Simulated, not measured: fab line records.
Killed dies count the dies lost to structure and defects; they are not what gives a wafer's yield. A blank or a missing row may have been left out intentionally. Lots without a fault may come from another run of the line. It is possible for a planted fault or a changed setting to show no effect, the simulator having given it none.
Comparing a struck lot with a sound one || flow sky130 || 43 out of 708 route steps
Sound: these wafers, L582.4, L582.5, L582.6. Struck: wafers L598.3, L598.4, L598.5. The cause is named last.
Each step with rows lists, per side, the tool, then ch with its chambers, then its first start. Under that, the readings that differ: sound wafers || struck wafers || difference of the means || sigmas: that difference in standard deviations of wafers without a fault.
alike: a reading whose means differ by less than 2 such deviations, as well as words and numbers matching on both sides. not compared: withheld readings; readings where some wafer has no value; bounds like >300 that might hide an equal value; numbers whose values overlap and for which the record gives no deviation.
Wherever a step has rows on one side only, a row that says differs or no value, or a row with sigmas, the two part there. Numbers that have no deviation but don't overlap get no sigmas and don't part them. A reading missing from all wafers of one side parts the sides only when that side holds two or more wafers.

first, 1 step without rows for these wafers: SKY_GATE_OXIDE_OXIDATION_01 (stabilise 600 s, purge 300 s, target thk 10.268 nm).
SKY_GATE_OXIDE_THK_MEAS_02:
  sound on film metro-02, day 14 12:14; struck on film metro-03, day 19 14:37
  alike: GATE_OXIDE_OXIDATION_00_THK
then, 7 steps without rows for these wafers: SKY_GATE_OXIDE_DEHYDRATE_03 (time 60 s); SKY_GATE_OXIDE_HMDS_04 (prime time 60 s); SKY_GATE_OXIDE_COAT_05 (resist thk 1140 nm); SKY_GATE_OXIDE_SOFTBAKE_06 (time 60 s); SKY_GATE_OXIDE_EXPOSE_07 (exposes mask LVOM, target cd 600 nm); SKY_GATE_OXIDE_PEB_08; SKY_GATE_OXIDE_DEVELOP_09 (develop time 60 s).
SKY_GATE_OXIDE_OVL_MEAS_10:
  sound on overlay-02, day 15 15:54; struck on overlay-02, day 20 20:27
  alike: GATE_OXIDE_OVL
then, 2 steps without rows for these wafers: SKY_GATE_OXIDE_IMPLANT_11; SKY_GATE_OXIDE_WET_ETCH_12 (etches SiO2 in dHF, target depth 16.8 nm, time 336 s).
SKY_GATE_OXIDE_STRIP_13: strips in O2/N2.
  sound on plasma asher-04 ch 0,1, day 15 16:13; struck on plasma asher-01 ch 0,1, day 20 20:46
  alike: chamber pressure mTorr, drypump motor current A, oes product au, strip time to endpoint s
  not compared: rf hours counter h
SKY_GATE_OXIDE_TW_MEAS_14:
  sound on film metro-01, day 15 16:18; struck on film metro-01, day 20 20:51
  alike: GATE_OXIDE_TW
then, 3 steps without rows for these wafers: SKY_GATE_OXIDE_CLEAN_15 (cleans in SC1/SC2, time 150 s); SKY_GATE_OXIDE_OXIDATION_16 (stabilise 600 s, purge 300 s, target thk 3.57 nm); SKY_POLY_GATE_CVD_00 (deposits poly-Si, target thk 180 nm, time 720 s).
SKY_POLY_GATE_THK_MEAS_01:
  sound on film metro-04, day 15 19:09; struck on film metro-03, day 21 00:17
  alike: POLY_GATE_CVD_00_THK
then, 8 steps without rows for these wafers: SKY_RES_PROTECT_DEHYDRATE_00 (time 60 s); SKY_RES_PROTECT_HMDS_01 (prime time 60 s); SKY_RES_PROTECT_COAT_02 (resist thk 1140 nm); SKY_RES_PROTECT_SOFTBAKE_03 (time 60 s); SKY_RES_PROTECT_EXPOSE_04 (exposes mask RPM, target cd 1270 nm); SKY_RES_PROTECT_PEB_05; SKY_RES_PROTECT_DEVELOP_06 (develop time 60 s); SKY_POLY_GATE_IMPLANT_02.
SKY_RES_PROTECT_STRIP_07: strips in O2/N2.
  sound on plasma asher-01 ch 0,1, day 16 22:37; struck on plasma asher-03 ch 0,1, day 22 06:11
  alike: chamber pressure mTorr, drypump motor current A, oes product au, strip time to endpoint s
  not compared: rf hours counter h
SKY_RES_PROTECT_TW_MEAS_08:
  sound on film metro-03, day 16 22:42; struck on film metro-01, day 22 06:17
  alike: POLY_GATE_TW
then, 2 steps without rows for these wafers: SKY_RES_PROTECT_CLEAN_09 (cleans in SC1/SC2, time 150 s); SKY_POLY_GATE_CVD_03 (deposits Si3N4 from DCS/NH3, target thk 75 nm, time 1290 s).
SKY_POLY_GATE_THK_MEAS_04:
  sound on film metro-03, day 17 05:54; struck on film metro-02, day 22 07:44
{"reading": "POLY_GATE_CVD_03_THK (nm)", "sound": "75.3 75.8 75.8", "struck": "74.3 74.0 74.0", "difference": -1.5, "sigmas": -2}
then, 8 steps without rows for these wafers: SKY_POLY_GATE_DEHYDRATE_05 (time 60 s); SKY_POLY_GATE_HMDS_06 (prime time 60 s); SKY_POLY_GATE_COAT_07 (resist thk 110 nm); SKY_POLY_GATE_COAT_08 (resist thk 450 nm); SKY_POLY_GATE_SOFTBAKE_09 (time 90 s); SKY_POLY_GATE_EXPOSE_10 (exposes mask P1M, target cd 150 nm); SKY_POLY_GATE_PEB_11; SKY_POLY_GATE_DEVELOP_12 (develop time 60 s).
SKY_POLY_GATE_CD_MEAS_13 targets a cd of 150 nm.
  sound on cd sem-02, day 18 09:29; struck on cd sem-01, day 23 12:51
  alike: cd nm
SKY_POLY_GATE_OVL_MEAS_14:
  sound on overlay-02, day 18 09:34; struck on overlay-01, day 23 12:56
  alike: POLY_GATE_OVL
SKY_POLY_GATE_ETCH_15: etches BARC in N2/H2, stops on SiO2, time 118.5 s, target depth 110 nm.
  sound on rie diel-02 ch 0,1,2, day 18 09:37; struck on rie diel-02 ch 0,1, day 23 12:58
  alike: chamber pressure mTorr, drypump motor current A, oes product au, throttle valve pct
  not compared: rf hours counter h
-- here the record skips 27 days between the struck wafers' starts before and after, leaving off in module POLY_GATE and picking up in module PAD_OPEN (first step shown: number 708 of the route) --
SKY_PAD_OPEN_PROBE_99:
  sound on prober-02, day 46 20:49; struck on prober-02, day 50 12:10
{"reading": "killed at front end", "sound": "25 8 14", "struck": "56 63 58", "difference": "+43", "sigmas": "+11"}
{"reading": "killed dies", "sound": "84 76 79", "struck": "134 123 122", "difference": "+47", "sigmas": "+5"}
  alike: killed_at_M0_to_M3, killed_at_M4_up, killed at contacts, killed at other, killed on rim, killed open, killed short

== WHERE THEY PART ==
At SKY_POLY_GATE_THK_MEAS_04 first; at SKY_PAD_OPEN_PROBE_99 last (within this record only).

WHY: whatever the simulator had introduced
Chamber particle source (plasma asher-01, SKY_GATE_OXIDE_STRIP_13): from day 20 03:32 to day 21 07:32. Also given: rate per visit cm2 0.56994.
